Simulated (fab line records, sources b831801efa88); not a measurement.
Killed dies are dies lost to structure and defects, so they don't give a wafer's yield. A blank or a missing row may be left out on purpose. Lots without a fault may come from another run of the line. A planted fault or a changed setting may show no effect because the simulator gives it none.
Problem report in the 8D (eight disciplines) form, filled by code | flow gf180mcu | the parts of the form that need people (team, actions taken, sign-off) are left out

1. THE PROBLEM
strip_time_to_endpoint_s at GF_M4_STRIP_17 reads a mean of 6.81 s on 2 wafers of 2 lots; wafers without a fault read 7.91 s with a standard deviation of 0.067. That is -16 standard deviations from the usual mean.
The step: strips in O2/N2.
First seen on wafer L703.5, day 29 11:40, on plasma_asher-01. The record holds 33 wafers of 11 lots with a number at this step. Rule for "out", or "out of limits": more than 4 standard deviations from the usual mean. The other wafers with a number count as sound.

2. WHAT IT IS AND WHAT IT IS NOT
question                    | is                                       | is not
which readings at this step | strip_time_to_endpoint_s, oes_product_au | drypump_motor_current_A, n2_flow_sccm
which lots                  | L703, L704                               | L685, L686, L687, L688, L689, L690, L691, L694, L707
which wafers of those lots  | L703.5, L704.4                           | L703.1, L703.3, L704.3, L704.5
read on which tools         | plasma_asher-01, plasma_asher-04         | plasma_asher-02
when                        | from day 29 11:40                        | up to then (26 sound wafers); but 5 sound wafers of L704, L707 came after

3. SUSPECTS, AND WHAT RULES EACH OUT
Counting: a tool at a process step up to the reading stays a suspect if it ran every lot that is out. Sound lots after the first of them don't rule it out here, since some wafers of a struck lot are sound.
- rie_metal-04 at GF_M4_METAL_ETCH_16 (etches the open film in Cl2/BCl3, stops on SiO2, target depth 627.5 nm, time 104.6 s): kept. It ran every lot that is out, first L703 (day 29 11:34); its last sound lot up to then is L686 (day 24 07:00).
- Within rie_metal-04 at GF_M4_METAL_ETCH_16: the wafers that are out ran in chamber 0; their sound lot-mates ran in chamber 1.
Left after counting: rie_metal-04 at GF_M4_METAL_ETCH_16.

4. THE CAUSE (what the simulator had put in)
Process parameter drift: rie_metal-04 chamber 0, from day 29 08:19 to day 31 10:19, at GF_M4_METAL_ETCH_16. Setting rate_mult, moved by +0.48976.
Counting left only this tool.

5. THE CHAIN OF EFFECTS, in route order
Each row: a reading whose mean over the struck wafers that have a number lies more than 3 standard deviations from the usual. Only readings for which the record gives a usual standard deviation are gone through. hours: the time from each lot's start at the first step in this table that gives one to its start at this step, as a median over the lots. sigmas: the change in usual standard deviations.
hours | step           | reading                  | usual      | on struck wafers | change | sigmas
0     | GF_M4_STRIP_17 | oes_product_au           | 0.559 a.u. | 0.518            | -0.041 | -7.3
0     | GF_M4_STRIP_17 | strip_time_to_endpoint_s | 7.91 s     | 6.81             | -1.10  | -16
The process steps in it:
- GF_M4_STRIP_17: strips in O2/N2.
Later measuring or inspecting steps at which every struck wafer that the step has a row for has a number for every such reading, and none has moved that far: GF_V4_THK_MEAS_03.

6. WHAT WOULD HAVE CAUGHT IT SOONER
In this record the first reading out of limits was taken at day 29 11:40, 3 hours after the fault began at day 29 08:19.
Of the tool readings at GF_M4_METAL_ETCH_16 for which the record gives a usual standard deviation, none was out on any struck wafer, so an alarm limit of 4 standard deviations on them would not have fired.
Of the lots that are out (2), L704 began GF_M4_METAL_ETCH_16 on rie_metal-04 after day 29 11:40. A hold on the tool at that time would have spared it.
